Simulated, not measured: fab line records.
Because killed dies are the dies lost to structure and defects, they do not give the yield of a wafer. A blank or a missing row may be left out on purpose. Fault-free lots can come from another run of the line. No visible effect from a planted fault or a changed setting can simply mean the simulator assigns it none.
Struck lot and sound lot, side by side || flow sky130 || 15 steps out of a route of 708
Sound: wafers L830.1, L830.5, L830.6. Wafers struck: L837.1, L837.2, L837.4. At the end, the cause is stated.
For every step that has rows: the tool of each side, followed by ch and its chambers, followed by its first start. Under that, the readings that differ: sound wafers || struck wafers || difference of the means || sigmas: that difference in standard deviations of wafers without a fault.
alike: readings with means less than 2 such deviations apart, plus words and numbers identical on both sides. not compared: withheld readings, readings lacking a value on some wafer, bounds such as >300 that could conceal the same value, and numbers that have no deviation in the record and whose values overlap.
The two part at a step that has a row with sigmas, a row that says differs or no value, or rows on one side only. Numbers that don't overlap but have no deviation are shown without sigmas and don't part them. Lack of a reading on every wafer of one side parts them only where that side has two or more wafers.

SKY_NWELL_RS_MEAS_29: a four-point-probe measurement.
  sound on filmMetro-04 at day 5 22:46; struck on filmMetro-04 at day 7 12:53
{"reading": "NWELL_RS (ohm/sq)", "sound": "624.1 622.9 622.5", "struck": "626.2 626.1 626.2", "difference": "+3.0", "sigmas": "+2"}
SKY_NWELL_RS_MEAS_31: a four-point-probe measurement.
  sound on filmMetro-04 at day 5 23:01; struck on filmMetro-04 at day 7 13:07
{"reading": "PWDE_RS (ohm/sq)", "sound": "5287 5258 5268", "struck": "5316 5306 5324", "difference": "+44", "sigmas": "+3"}
then, 7 steps without rows for these wafers: SKY_VT_ADJUST_HVTP_DEHYDRATE_00 (time 60 s); SKY_VT_ADJUST_HVTP_HMDS_01 (prime time 60 s); SKY_VT_ADJUST_HVTP_COAT_02 (resist thk 1140 nm); SKY_VT_ADJUST_HVTP_SOFTBAKE_03 (time 60 s); SKY_VT_ADJUST_HVTP_EXPOSE_04 (exposes mask HVTPM, target cd 380 nm); SKY_VT_ADJUST_HVTP_PEB_05; SKY_VT_ADJUST_HVTP_DEVELOP_06 (develop time 60 s).
SKY_VT_ADJUST_HVTP_CD_MEAS_07 targets a cd of 380 nm.
  sound on cdSem-01 at day 6 17:17; struck on cdSem-02 at day 8 08:49
  alike: cdNm
SKY_VT_ADJUST_HVTP_OVL_MEAS_08:
  sound on overlay-01 at day 6 17:25; struck on overlay-01 at day 8 08:56
  alike: VT_ADJUST_HVTP_OVL
SKY_VT_ADJUST_HVTP_IMPLANT_09:
  sound on implanter-03 ch 0, day 6 17:26; struck on implanter-02 ch 0, day 8 08:58
{"reading": "implantIonAmu", "sound": "75 75 75", "struck": "31 31 31", "difference": -44, "sigmas": ""}
{"reading": "model.implant.rpNm (nm)", "sound": "78.95 78.95 78.95", "struck": "187.5 187.5 187.5", "difference": "+108.5", "sigmas": ""}
{"reading": "model.implant.drpNm (nm)", "sound": "33.4 33.4 33.4", "struck": "62.72 62.72 62.72", "difference": "+29.32", "sigmas": ""}
SKY_VT_ADJUST_HVTP_STRIP_10: strips in O2/N2.
  sound on plasmaAsher-01 ch 0,1, day 6 17:35; struck on plasmaAsher-03 ch 0,1, day 8 09:07
  alike: drypumpMotorCurrentA, oesProductAu, stripTimeToEndpointS
  not compared: rfHoursCounterH
SKY_VT_ADJUST_HVTP_TW_MEAS_11:
  sound on filmMetro-01 at day 6 17:41; struck on filmMetro-02 at day 8 09:13
{"reading": "VT_ADJUST_HVTP_TW", "sound": "1359 1363 1362", "struck": "965 970 965", "difference": -395, "sigmas": -58}
then, 1 step without rows for these wafers: SKY_VT_ADJUST_LVTN_DEHYDRATE_00 (time 60 s).

## WHERE THEY PART
First at SKY_NWELL_RS_MEAS_29; last, within this record, at SKY_VT_ADJUST_HVTP_TW_MEAS_11.

WHY: what had been put in by the simulator
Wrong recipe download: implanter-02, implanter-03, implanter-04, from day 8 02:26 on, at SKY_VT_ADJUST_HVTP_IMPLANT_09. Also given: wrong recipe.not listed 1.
